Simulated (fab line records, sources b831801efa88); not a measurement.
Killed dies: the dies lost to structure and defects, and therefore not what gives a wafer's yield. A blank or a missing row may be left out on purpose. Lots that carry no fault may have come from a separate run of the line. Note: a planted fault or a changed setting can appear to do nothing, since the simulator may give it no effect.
fab line records + flow sky130
record:
- lots: 12
- wafers: 36
- last-day: 50
route steps=708 shown CAPM@550 CAP2M@604 METAL5@667 PAD_OPEN@708
lots that met no fault: taken from a fault-free run of the same line
start-h: the number of hours between the record's first day and the start of the first shown wafer of the lot + wait-h: hours from the lot's prior step to this one + " identical to the entry in the row above + L1.1+2: a single row standing in for several wafers + - no value, or no start given + * or withheld: withheld + < > ~ a bound
route shown NAME@n: NAME is a module with steps in the file, n the number in the route of the first one + usual: mean and standard deviation over wafers with no fault + same: alike in all rows + chamber/n: place in a boat + sites: each site's reading + _std_site: the standard deviation of these + _edge_site: mean of outer sites minus mean of inner sites + radius-mm: how far each site lies from the wafer's centre + mask NAME#n: copy n + behind: tool/chamber where the wafer was last shaped + hold: why the lot went on hold/how many hours it stayed there/how the hold came to an end + device: transistor that didn't switch, given as n, p or np + end of line: at the end of the route, the tests of the same wafers + for a step that has no rows: nothing shown but its recipe + killed: dies lost to structure and defects at the first sort, not the wafer's yield + map: a wafer's dies, x killed, . not, _ none there
set.NAME: the setting as run; set.NAME@STEP: as run at that earlier step + model.NAME: the simulator's own value behind a step, which no gauge read
a sample of lots followed through the steps of the route, with each step as a table and each wafer as a row
services: the hour from which a tool's chamber was out of use, counted from the record's first day as start-h (under 0 if before that day), plus the number of hours and why
== steps ==
step: SKY_CAPM_METAL_ETCH_13
recipe:
- target-depth-nm: 220
- stop-on: SiO2
- chemistry: Cl2/BCl3
- target: TiN
- pressure-mtorr: 10
- icp-w: 900
- bias-w: 48.5
- Cl2_flow_sccm: 60
- bcl3-flow-sccm: 30
- time-s: 62.9
usual:
- drypump-motor-current-A: 5.9/0.39
- oes-product-au: 0.934/0.0088
- throttle-valve-pct: 21.906/0.0091
| lot.wafer | tool         | chamber | start-h | wait-h | drypump-motor-current-A | oes-product-au | rf-hours-counter-h | throttle-valve-pct |
|-----------|--------------|---------|---------|--------|-------------------------|----------------|--------------------|--------------------|
| L652.1    | rie-metal-03 | 1       | 872.36  | 0.0    | 6.2                     | 0.926          | 15                 | 21.912             |
| L652.2    | "            | 0       | "       | "      | 6.4                     | 0.930          | 9                  | 21.903             |
| L652.6    | "            | 1       | "       | "      | 6.2                     | 0.926          | -                  | 21.921             |
| L653.2    | rie-metal-04 | 0       | 886.82  | 0.0    | 6.1                     | 0.945          | 18                 | 21.905             |
| L653.3    | "            | 1       | "       | "      | 5.5                     | 0.930          | -                  | 21.907             |
| L653.4    | "            | 0       | "       | "      | 6.1                     | 0.940          | -                  | 21.889             |
| L654.4    | rie-metal-03 | 1       | 892.04  | 0.0    | 6.1                     | 0.942          | -                  | 21.902             |
| L654.5    | "            | 1       | "       | "      | 6.1                     | 0.933          | -                  | 21.905             |
| L654.6    | "            | 0       | "       | "      | 6.4                     | 0.934          | -                  | 21.899             |
| L655.3    | rie-metal-04 | 0       | 900.14  | 0.0    | 6.1                     | 0.937          | -                  | 21.908             |
| L655.4    | "            | 1       | "       | "      | 5.5                     | 0.940          | -                  | 21.910             |
| L655.5    | "            | 0       | "       | "      | 6.1                     | 0.937          | -                  | 21.900             |
| L657.1    | rie-metal-04 | 1       | 918.08  | 0.0    | 5.5                     | 0.943          | 2                  | 21.897             |
| L657.4    | "            | 1       | "       | "      | 5.5                     | 0.932          | -                  | 21.899             |
| L657.6    | "            | 1       | "       | "      | 5.5                     | 0.930          | -                  | 21.914             |
| L658.1    | rie-metal-04 | 1       | 926.06  | 0.0    | 5.5                     | 0.932          | 3                  | 21.909             |
| L658.3    | "            | 1       | "       | "      | 5.5                     | 0.928          | -                  | 21.914             |
| L658.5    | "            | 1       | "       | "      | 5.5                     | 0.944          | -                  | 21.885             |
| L659.1    | rie-metal-03 | 0       | 933.01  | 0.0    | 6.4                     | 0.922          | 11                 | 21.904             |
| L659.2    | "            | 0       | "       | "      | 6.4                     | 0.932          | -                  | 21.914             |
| L659.3    | "            | 0       | "       | "      | 6.4                     | 0.927          | -                  | 21.919             |
| L666.3    | rie-metal-04 | 0       | 975.55  | 0.0    | 6.2                     | 0.936          | -                  | 21.900             |
| L666.5    | "            | 0       | "       | "      | 6.1                     | 0.930          | -                  | 21.910             |
| L666.6    | "            | 1       | "       | "      | 5.5                     | 0.939          | -                  | 21.910             |
| L668.2    | rie-metal-04 | 1       | 994.46  | 0.0    | 5.5                     | 0.936          | 7                  | 21.911             |
| L668.5    | "            | 0       | "       | "      | 6.1                     | 0.924          | -                  | 21.889             |
| L668.6    | "            | 1       | "       | "      | 5.5                     | 0.941          | -                  | 21.905             |
| L669.1    | rie-metal-01 | 1       | 995.32  | 0.0    | 6.1                     | 0.946          | 6                  | 21.921             |
| L669.4    | "            | 1       | "       | "      | 6.1                     | 0.937          | -                  | 21.884             |
| L669.5    | "            | 0       | "       | "      | 5.3                     | 0.948          | -                  | 21.908             |
| L670.1    | rie-metal-01 | 1       | 1005.26 | 0.0    | 6.0                     | 0.930          | 6                  | 21.910             |
| L670.5    | "            | 1       | "       | "      | 6.1                     | 0.933          | -                  | 21.905             |
| L670.6    | "            | 0       | "       | "      | 5.3                     | 0.928          | -                  | 21.911             |
| L674.1    | rie-metal-01 | 0       | 1037.67 | 0.0    | 5.3                     | 0.933          | 16                 | 21.890             |
| L674.3    | "            | 0       | "       | "      | 5.3                     | 0.945          | -                  | 21.896             |
| L674.5    | "            | 1       | "       | "      | 6.0                     | 0.940          | -                  | 21.914             |
step: SKY_CAP2M_THK_MEAS_01
recipe:
- reads: SiO2_of_CAP2M_CVD_00
usual:
- CAP2M_CVD_00_THK: 15.49/0.25
| lot.wafer | tool          | chamber | start-h | wait-h | CAP2M_CVD_00_THK[nm] |
|-----------|---------------|---------|---------|--------|----------------------|
| L652.1    | film-metro-02 | -       | 926.62  | -      | 15.18                |
| L652.2    | "             | -       | "       | "      | 15.34                |
| L652.6    | "             | -       | "       | "      | 15.49                |
| L653.2    | film-metro-01 | -       | 940.76  | -      | 15.29                |
| L653.3    | "             | -       | "       | "      | 15.59                |
| L653.4    | "             | -       | "       | "      | 15.72                |
| L654.4    | film-metro-04 | -       | 948.10  | -      | 15.52                |
| L654.5    | "             | -       | "       | "      | 15.54                |
| L654.6    | "             | -       | "       | "      | 15.63                |
| L655.3    | film-metro-02 | -       | 952.95  | -      | 15.43                |
| L655.4    | "             | -       | "       | "      | 15.43                |
| L655.5    | "             | -       | "       | "      | 15.59                |
| L657.1    | film-metro-04 | -       | 970.83  | -      | 15.65                |
| L657.4    | "             | -       | "       | "      | 15.69                |
| L657.6    | "             | -       | "       | "      | 15.70                |
| L658.1    | film-metro-02 | -       | 979.06  | -      | 14.94                |
| L658.3    | "             | -       | "       | "      | 15.43                |
| L658.5    | "             | -       | "       | "      | 15.64                |
| L659.1    | film-metro-04 | -       | 985.86  | -      | 15.49                |
| L659.2    | "             | -       | "       | "      | 15.49                |
| L659.3    | "             | -       | "       | "      | 15.53                |
| L666.3    | film-metro-02 | -       | 1025.82 | -      | 15.84                |
| L666.5    | "             | -       | "       | "      | 16.11                |
| L666.6    | "             | -       | "       | "      | 15.67                |
| L668.2    | film-metro-01 | -       | 1045.13 | -      | 15.03                |
| L668.5    | "             | -       | "       | "      | 15.55                |
| L668.6    | "             | -       | "       | "      | 15.36                |
| L669.1    | film-metro-01 | -       | 1045.42 | -      | 15.05                |
| L669.4    | "             | -       | "       | "      | 15.34                |
| L669.5    | "             | -       | "       | "      | 15.36                |
| L670.1    | film-metro-02 | -       | 1054.02 | -      | 15.48                |
| L670.5    | "             | -       | "       | "      | 15.47                |
| L670.6    | "             | -       | "       | "      | 15.74                |
| L674.1    | film-metro-02 | -       | 1084.64 | -      | 15.29                |
| L674.3    | "             | -       | "       | "      | 15.01                |
| L674.5    | "             | -       | "       | "      | 15.55                |
step: SKY_CAP2M_OVL_MEAS_12
usual:
- CAP2M_OVL: 0.7/1.3
| lot.wafer | tool       | chamber | start-h | wait-h | CAP2M_OVL[nm] |
|-----------|------------|---------|---------|--------|---------------|
| L652.1    | overlay-02 | -       | 951.53  | 0.1    | 2.2           |
| L652.2    | "          | -       | "       | "      | -0.2          |
| L652.6    | "          | -       | "       | "      | 0.5           |
| L653.2    | overlay-01 | -       | 964.48  | 0.1    | 1.2           |
| L653.3    | "          | -       | "       | "      | -1.9          |
| L653.4    | "          | -       | "       | "      | 0.3           |
| L654.4    | overlay-01 | -       | 971.69  | 0.1    | 0.1           |
| L654.5    | "          | -       | "       | "      | 1.3           |
| L654.6    | "          | -       | "       | "      | -0.4          |
| L655.3    | overlay-01 | -       | 976.67  | 0.1    | -0.2          |
| L655.4    | "          | -       | "       | "      | 0.6           |
| L655.5    | "          | -       | "       | "      | -0.8          |
| L657.1    | overlay-01 | -       | 994.76  | 0.1    | 0.8           |
| L657.4    | "          | -       | "       | "      | -0.5          |
| L657.6    | "          | -       | "       | "      | -0.2          |
| L658.1    | overlay-01 | -       | 1002.59 | 0.1    | 0.8           |
| L658.3    | "          | -       | "       | "      | 3.4           |
| L658.5    | "          | -       | "       | "      | 2.1           |
| L659.1    | overlay-02 | -       | 1009.68 | 0.1    | 1.2           |
| L659.2    | "          | -       | "       | "      | 1.1           |
| L659.3    | "          | -       | "       | "      | 1.0           |
| L666.3    | overlay-01 | -       | 1048.47 | 0.1    | -0.9          |
| L666.5    | "          | -       | "       | "      | 0.8           |
| L666.6    | "          | -       | "       | "      | 0.5           |
| L668.2    | overlay-01 | -       | 1066.30 | 0.1    | 0.0           |
| L668.5    | "          | -       | "       | "      | -0.1          |
| L668.6    | "          | -       | "       | "      | 0.7           |
| L669.1    | overlay-01 | -       | 1066.59 | 0.1    | 1.1           |
| L669.4    | "          | -       | "       | "      | 0.5           |
| L669.5    | "          | -       | "       | "      | 3.5           |
| L670.1    | overlay-02 | -       | 1074.94 | 0.1    | -2.1          |
| L670.5    | "          | -       | "       | "      | -3.1          |
| L670.6    | "          | -       | "       | "      | -1.3          |
| L674.1    | overlay-02 | -       | 1105.38 | 0.1    | 1.6           |
| L674.3    | "          | -       | "       | "      | 2.1           |
| L674.5    | "          | -       | "       | "      | 4.3           |
step: SKY_METAL5_THK_MEAS_06
recipe:
- thk-meas-gauge: xrf
- reads: AlCu_of_METAL5_SPUTTER_02
usual:
- METAL5_ALCU_THK: 1152/16
| lot.wafer | tool          | chamber | start-h | wait-h | METAL5_ALCU_THK[nm] |
|-----------|---------------|---------|---------|--------|---------------------|
| L652.1    | film-metro-03 | -       | 1003.26 | 0.1    | 1131                |
| L652.2    | "             | -       | "       | "      | 1161                |
| L652.6    | "             | -       | "       | "      | 1149                |
| L653.2    | film-metro-02 | -       | 1015.20 | 0.1    | 1143                |
| L653.3    | "             | -       | "       | "      | 1136                |
| L653.4    | "             | -       | "       | "      | 1143                |
| L654.4    | film-metro-03 | -       | 1022.83 | 0.1    | 1166                |
| L654.5    | "             | -       | "       | "      | 1173                |
| L654.6    | "             | -       | "       | "      | 1171                |
| L655.3    | film-metro-04 | -       | 1027.98 | 0.1    | 1149                |
| L655.4    | "             | -       | "       | "      | 1165                |
| L655.5    | "             | -       | "       | "      | 1130                |
| L657.1    | film-metro-04 | -       | 1045.14 | 0.1    | 1138                |
| L657.4    | "             | -       | "       | "      | 1156                |
| L657.6    | "             | -       | "       | "      | 1165                |
| L658.1    | film-metro-03 | -       | 1052.45 | 0.1    | 1141                |
| L658.3    | "             | -       | "       | "      | 1176                |
| L658.5    | "             | -       | "       | "      | 1149                |
| L659.1    | film-metro-02 | -       | 1058.83 | 0.1    | 1150                |
| L659.2    | "             | -       | "       | "      | 1167                |
| L659.3    | "             | -       | "       | "      | 1138                |
| L666.3    | film-metro-03 | -       | 1095.41 | 0.1    | 1162                |
| L666.5    | "             | -       | "       | "      | 1145                |
| L666.6    | "             | -       | "       | "      | 1151                |
| L668.2    | film-metro-03 | -       | 1112.09 | 0.1    | 1127                |
| L668.5    | "             | -       | "       | "      | 1112                |
| L668.6    | "             | -       | "       | "      | 1135                |
| L669.1    | film-metro-02 | -       | 1112.41 | 0.1    | 1153                |
| L669.4    | "             | -       | "       | "      | 1156                |
| L669.5    | "             | -       | "       | "      | 1147                |
| L670.1    | film-metro-03 | -       | 1120.72 | 0.1    | 1158                |
| L670.5    | "             | -       | "       | "      | 1142                |
| L670.6    | "             | -       | "       | "      | 1158                |
| L674.1    | film-metro-02 | -       | 1148.86 | 0.1    | 1144                |
| L674.3    | "             | -       | "       | "      | 1135                |
| L674.5    | "             | -       | "       | "      | 1132                |
step: SKY_PAD_OPEN_PROBE_99
usual:
- defect-limited-yield: 82.9/2.2
- killed_at_M0_to_M3: 42/7
- killed_at_M4_up: 2.8/1.8
- killed-at-contacts: 24/5.8
- killed-at-front-end: 15/4.8
- killed-at-other: 0.3/0.56
- killed-dies: 84/11
- killed-open: 46/7.8
- killed-short: 38/6.3
- sort_bin_3_pad_short: 0.8/0.43
- sort_bin_5_function: 10.2/1.6
- sort_bin_6_memory: 6.0/1.1
- sort-n-pass: 408/11
- sort-yield-pct: 82.9/2.2
same:
- gross-dies: 492
- killed-at-back-side: 0
- sort_bin_4_leakage[%]: 0
- sort_bin_8_speed[%]: 0
| lot.wafer | tool      | chamber | start-h | wait-h | defect-limited-yield[%] | killed_at_M0_to_M3 | killed_at_M4_up | killed-at-contacts | killed-at-front-end | killed-at-other | killed-dies | killed-open | killed-short | sort_bin_3_pad_short[%] | sort_bin_5_function[%] | sort_bin_6_memory[%] | sort-n-pass | sort-yield-pct[%] |
|-----------|-----------|---------|---------|--------|-------------------------|--------------------|-----------------|--------------------|---------------------|-----------------|-------------|-------------|--------------|-------------------------|------------------------|----------------------|-------------|-------------------|
| L666.3    | prober-01 | -       | 1157.71 | 0.2    | 83.7                    | 37                 | 2               | 30                 | 9                   | 2               | 80          | 49          | 31           | 0.6                     | 9.6                    | 6.1                  | 412         | 83.7              |
| L666.5    | prober-01 | -       | 1157.81 | 0.2    | 82.5                    | 46                 | 5               | 21                 | 12                  | 2               | 86          | 46          | 38           | 1.2                     | 9.8                    | 6.5                  | 406         | 82.5              |
| L666.6    | prober-01 | -       | 1157.86 | 0.2    | 73.8                    | 34                 | 1               | 27                 | 13                  | 54              | 129         | 43          | 32           | 3.7                     | 16.5                   | 6.1                  | 363         | 73.8              |
| L668.2    | prober-01 | -       | 1170.64 | 0.1    | 71.7                    | 44                 | 4               | 28                 | 12                  | 51              | 139         | 43          | 44           | 4.9                     | 17.7                   | 5.7                  | 353         | 71.7              |
| L668.5    | prober-01 | -       | 1170.79 | 0.2    | 83.5                    | 39                 | 2               | 24                 | 16                  | 0               | 81          | 41          | 40           | 0.8                     | 9.8                    | 5.9                  | 411         | 83.5              |
| L668.6    | prober-01 | -       | 1170.84 | 0.2    | 77.0                    | 37                 | 1               | 15                 | 10                  | 50              | 113         | 35          | 27           | 3.3                     | 13.4                   | 6.3                  | 379         | 77.0              |
| L669.1    | prober-02 | -       | 1170.94 | 0.1    | 85.0                    | 28                 | 3               | 27                 | 15                  | 1               | 74          | 35          | 39           | 1.0                     | 10.6                   | 3.5                  | 418         | 85.0              |
| L669.4    | prober-02 | -       | 1171.09 | 0.2    | 83.5                    | 41                 | 3               | 22                 | 15                  | 0               | 81          | 50          | 31           | 0.4                     | 10.0                   | 6.1                  | 411         | 83.5              |
| L669.5    | prober-02 | -       | 1171.14 | 0.2    | 84.6                    | 36                 | 1               | 26                 | 13                  | 0               | 76          | 37          | 39           | 0.6                     | 10.2                   | 4.7                  | 416         | 84.6              |
| L670.1    | prober-01 | -       | 1177.52 | 0.1    | 79.9                    | 47                 | 5               | 31                 | 16                  | 0               | 99          | 59          | 40           | 1.6                     | 10.8                   | 7.7                  | 393         | 79.9              |
| L670.5    | prober-01 | -       | 1177.72 | 0.2    | 85.8                    | 29                 | 3               | 28                 | 10                  | 0               | 70          | 43          | 27           | 0.8                     | 8.7                    | 4.7                  | 422         | 85.8              |
| L670.6    | prober-01 | -       | 1177.77 | 0.2    | 84.6                    | 35                 | 2               | 24                 | 15                  | 0               | 76          | 46          | 29           | 0.2                     | 8.9                    | 6.3                  | 416         | 84.6              |
killed by level:class
L666.3 CONTACT:geometric-particle:open=12 VIA1:geometric-particle:open=9 LI_CONTACT:geometric-particle:open=8 VIA3:geometric-particle:open=7 CONTACT:geometric-particle:short=6 VIA1:geometric-particle:short=5 POLY_GATE:geometric-particle:short=3 METAL1:geometric-particle:short=3
L666.5 VIA1:geometric-particle:open=15 VIA2:geometric-particle:open=9 VIA3:geometric-particle:open=6 CONTACT:geometric-particle:short=5 CONTACT:geometric-particle:open=5 LOCAL_INTERCONNECT:geometric-particle:short=4 LI_CONTACT:geometric-particle:short=3 LI_CONTACT:geometric-particle:open=3
L666.6 CAPM:unspecified=53 VIA1:geometric-particle:open=12 LI_CONTACT:geometric-particle:open=9 LOCAL_INTERCONNECT:geometric-particle:short=6 CONTACT:geometric-particle:short=6 FIELD_ISO:geometric-particle:open=5 CONTACT:geometric-particle:open=5 METAL1:geometric-particle:short=5
L668.2 CAPM:unspecified=51 VIA1:geometric-particle:open=12 LOCAL_INTERCONNECT:geometric-particle:short=9 CONTACT:geometric-particle:open=9 VIA2:geometric-particle:short=6 LI_CONTACT:geometric-particle:open=5 VIA3:geometric-particle:open=5 METAL2:geometric-particle:short=5
L668.5 CONTACT:geometric-particle:open=8 VIA1:geometric-particle:open=8 LOCAL_INTERCONNECT:geometric-particle:short=6 VIA2:geometric-particle:open=6 POLY_GATE:geometric-particle:open=5 POLY_GATE:geometric-particle:short=5 METAL1:geometric-particle:short=5 VIA3:geometric-particle:open=5
L668.6 CAPM:unspecified=50 VIA1:geometric-particle:open=11 CONTACT:geometric-particle:short=7 LI_CONTACT:geometric-particle:open=5 VIA1:geometric-particle:short=5 METAL2:geometric-particle:short=4 SPACER:geometric-particle:open=3 VIA3:geometric-particle:short=3
L669.1 CONTACT:geometric-particle:open=10 LOCAL_INTERCONNECT:geometric-particle:short=6 LI_CONTACT:geometric-particle:open=5 VIA1:geometric-particle:open=5 METAL1:geometric-particle:short=4 VIA1:geometric-particle:short=4 VIA2:geometric-particle:open=4 VIA3:geometric-particle:short=4
L669.4 CONTACT:geometric-particle:open=11 VIA1:geometric-particle:open=10 VIA1:geometric-particle:short=7 VIA3:geometric-particle:open=7 VIA2:geometric-particle:open=7 LI_CONTACT:geometric-particle:open=6 POLY_GATE:geometric-particle:open=5 METAL1:geometric-particle:short=4
L669.5 VIA1:geometric-particle:open=12 CONTACT:geometric-particle:short=8 LI_CONTACT:geometric-particle:open=7 CONTACT:geometric-particle:open=5 VIA3:geometric-particle:open=5 LI_CONTACT:geometric-particle:short=4 VIA2:geometric-particle:short=4 VIA3:geometric-particle:short=4
L670.1 VIA1:geometric-particle:open=14 LI_CONTACT:geometric-particle:open=10 VIA2:geometric-particle:open=10 CONTACT:geometric-particle:short=7 CONTACT:geometric-particle:open=6 VIA3:geometric-particle:open=6 FIELD_ISO:geometric-particle:open=4 POLY_GATE:geometric-particle:open=4
L670.5 LI_CONTACT:geometric-particle:open=9 CONTACT:geometric-particle:open=9 VIA1:geometric-particle:open=7 VIA3:geometric-particle:open=5 LOCAL_INTERCONNECT:geometric-particle:short=5 METAL2:geometric-particle:short=4 POLY_GATE:geometric-particle:open=3 LI_CONTACT:geometric-particle:short=3
L670.6 VIA1:geometric-particle:open=13 VIA2:geometric-particle:open=11 LI_CONTACT:geometric-particle:open=7 CONTACT:geometric-particle:open=6 CONTACT:geometric-particle:short=5 FIELD_ISO:geometric-particle:open=4 POLY_GATE:geometric-particle:short=4 LOCAL_INTERCONNECT:geometric-particle:short=4
== services ==
| tool         | chamber | start-h | hours | kind           |
|--------------|---------|---------|-------|----------------|
| rie-metal-01 | 1       | 852.08  | -     | clean          |
| rie-metal-01 | 1       | 852.08  | 20.0  | scheduled-down |
| rie-metal-01 | 1       | 852.08  | 20.0  | vent-cycle     |
| rie-metal-04 | -       | 889.96  | 2.8   | pm             |
| rie-metal-04 | 0       | 910.49  | -     | clean          |
| rie-metal-04 | 0       | 910.49  | 17.5  | scheduled-down |
| rie-metal-04 | 0       | 910.49  | 17.5  | vent-cycle     |
| rie-metal-03 | 1       | 927.03  | -     | clean          |
| rie-metal-03 | 1       | 927.03  | 26.2  | scheduled-down |
| rie-metal-03 | 1       | 927.03  | 26.2  | vent-cycle     |
| rie-metal-04 | 0       | 951.34  | 7.3   | repair         |
| rie-metal-01 | -       | 967.93  | 4.3   | pm             |
| rie-metal-03 | 0       | 975.18  | 21.3  | repair         |
| rie-metal-03 | -       | 1002.87 | 0.5   | repair         |
| rie-metal-03 | -       | 1037.16 | 14.6  | pm             |
== key ==
first-sign:
- step: SKY_PAD_OPEN_PROBE_99
- reading: killed-at-other
- direction: up
- sigmas: 51
- usual: 0.3
- struck: 51.7
effect:
- step: SKY_PAD_OPEN_PROBE_99
- reading: sort_bin_3_pad_short
- direction: up
- sigmas: 7.3
- usual: 0.8
- struck: 3.9
met-at SKY_CAPM_METAL_ETCH_13
struck-lots L666,L668
struck-wafers L666.6,L668.2,L668.6
not-acting-at SKY_CAP2M_THK_MEAS_01,SKY_CAP2M_OVL_MEAS_12,SKY_METAL5_THK_MEAS_06
onset-between 926.06 975.55
fault:
- kind: chamber-particle-source
- tool: rie-metal-04
- chamber: 1
- onset-h: 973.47
- steps: SKY_CAPM_METAL_ETCH_13
- rate-per-visit-cm2: 1.0156
- end-h: 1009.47
